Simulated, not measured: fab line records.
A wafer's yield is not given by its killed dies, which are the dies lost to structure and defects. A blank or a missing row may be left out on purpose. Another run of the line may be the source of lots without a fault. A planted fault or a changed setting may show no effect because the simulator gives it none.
What tool caused it?	flow gf180mcu	Sampling: 13 lots, 39 wafers, 4 of 602 route steps

## WHAT THE GAUGES READ, wafer by wafer
GF_M4_THK_MEAS_06: measures by xrf. Usual: M4_ALCU_THK gives 444 nm (standard deviation 3.9).
lot	measured	on	M4_ALCU_THK (nm)	flag
L861	day 22 05:13	film_metro-02	440 440 438	
L862	day 22 21:10	film_metro-01	445 440 441	
L863	day 23 03:40	film_metro-03	442 445 446	
L865	day 23 19:53	film_metro-03	453 452 450	
L866	day 24 07:20	film_metro-02	451 444 451	
L867	day 24 17:06	film_metro-03	447 439 446	
L869	day 25 07:11	film_metro-03	440 446 444	
L870	day 25 15:38	film_metro-01	444 442 445	
L875	day 27 04:14	film_metro-01	444 443 446	
L881	day 29 01:47	film_metro-02	444 448 447	
L882	day 29 06:23	film_metro-02	445 442 444	
L883	day 29 11:23	film_metro-02	446 447 446	
L884	day 29 20:34	film_metro-03	443 446 452	

GF_M4_OVL_MEAS_15. Usual: M4_OVL gives 0 nm (standard deviation 5.8).
lot	measured	on	M4_OVL (nm)	flag
L861	day 23 04:20	overlay-02	0 -4 -6	
L862	day 23 20:11	overlay-02	11 10 10	
L863	day 24 02:19	overlay-02	9 2 1	
L865	day 24 18:01	overlay-01	-7 -5 -4	
L866	day 25 05:19	overlay-01	-1 -2 -1	
L867	day 25 14:41	overlay-01	-7 -9 -6	
L869	day 26 04:53	overlay-02	-4 8 4	
L870	day 26 11:49	overlay-01	11 5 -1	
L875	day 28 00:35	overlay-01	0 5 5	
L881	day 29 21:29	overlay-01	5 6 3	
L882	day 30 00:53	overlay-01	5 12 1	
L883	day 30 06:26	overlay-01	-11 -11 -14	
L884	day 30 15:14	overlay-01	-7 -7 0	

GF_M5_CD_MEAS_07: the cd target is 280 nm. Usual: cd_nm at 279.7 nm, with a standard deviation of 1.3.
lot	measured	on	cd_nm (nm)	flag
L861	day 26 00:53	cd_sem-01	279.1 278.5 277.8	
L862	day 26 17:04	cd_sem-01	277.5 276.4 277.3	
L863	day 26 21:11	cd_sem-01	280.7 280.2 280.4	
L865	day 27 12:21	cd_sem-01	279.9 278.8 280.1	
L866	day 27 21:55	cd_sem-01	278.3 280.1 279.8	
L867	day 28 07:11	cd_sem-01	279.1 279.7 279.6	
L869	day 28 20:42	cd_sem-01	280.2 278.9 280.5	
L870	day 29 03:17	cd_sem-01	280.0 279.9 280.3	
L875	day 30 12:25	cd_sem-02	278.8 279.4 279.0	
L881	day 32 05:02	cd_sem-02	278.3 278.2 278.2	
L882	day 32 09:14	cd_sem-02	278.6 279.6 279.0	
L883	day 32 13:28	cd_sem-01	281.0 281.6 280.6	
L884	day 32 22:00	cd_sem-01	280.4 279.6 279.8	

## WHICH TOOL RAN EACH LOT (tool, then ch and the chambers of the sampled wafers, then the start)
lot	GF_CONTACT_CMP_27
L861	cmp-01 ch 0,2,3, day 15 22:29
L862	cmp-02 ch 0,1,2, day 16 13:28
L863	cmp-01 ch 1,3, day 16 20:56
L865	cmp-01 ch 1,2,3, day 17 12:28
L866	cmp-02 ch 0,1, day 18 02:48
L867	cmp-02 ch 0,1,3, day 18 10:57
L869	cmp-01 ch 0,2, day 19 03:03
L870	cmp-01 ch 0,2,3, day 19 10:58
L875	cmp-01 ch 1,2,3, day 21 06:47
L881	cmp-02 ch 1,2,3, day 23 10:39
L882	cmp-02 ch 0,2, day 23 16:40
L883	cmp-02 ch 2,3, day 23 20:46
L884	cmp-02 ch 2,3, day 24 10:01
- GF_CONTACT_CMP_27: polishes, stops on SiO2, t overpolish 15 s, target thk 0 nm.

## WHAT THE TOOLS THEMSELVES READ (means of the sampled wafers that have a number; where no wafer has one, the mark that the record gives instead)
GF_CONTACT_CMP_27. Usual: motor_current_A 11.0 A, standard deviation 1.6; overpolish_run_s 15.001 s, standard deviation 0.0099; time_to_endpoint_s 73 s, standard deviation 3.2.
lot	tool	motor_current_A (A)	overpolish_run_s (s)	time_to_endpoint_s (s)	flag
L861	cmp-01	10.5	15.010	73	
L862	cmp-02	10.7	14.993	67	
L863	cmp-01	11.8	14.994	70	
L865	cmp-01	11.5	14.999	72	
L866	cmp-02	12.0	15.000	77	
L867	cmp-02	11.3	15.006	74	
L869	cmp-01	9.9	15.006	76	
L870	cmp-01	10.7	14.993	73	
L875	cmp-01	11.7	14.999	74	
L881	cmp-02	12.1	15.010	76	
L882	cmp-02	9.2	15.000	75	
L883	cmp-02	10.3	15.003	77	
L884	cmp-02	11.3	14.996	76	

## THE ANSWER, worked out from the rows above alone
Rule: take the mean of a lot's wafers that have a number; if it is more than 3 standard deviations from the usual mean, the lot is off. A lot without any number at a reading at which 4 lots or more have one is off too. All remaining lots with rows at the step are treated as sound. Order of review: gauges by route order, followed by the tools' own readings, for which a lot's mean as printed above is used. The first step at which some lot is off is used, and at that step the reading that is off furthest; a lot without a number counts as furthest.
Across all readings shown, no lot is off: no conclusion can be drawn from this.

## WHAT WAS PUT IN BY THE SIMULATOR
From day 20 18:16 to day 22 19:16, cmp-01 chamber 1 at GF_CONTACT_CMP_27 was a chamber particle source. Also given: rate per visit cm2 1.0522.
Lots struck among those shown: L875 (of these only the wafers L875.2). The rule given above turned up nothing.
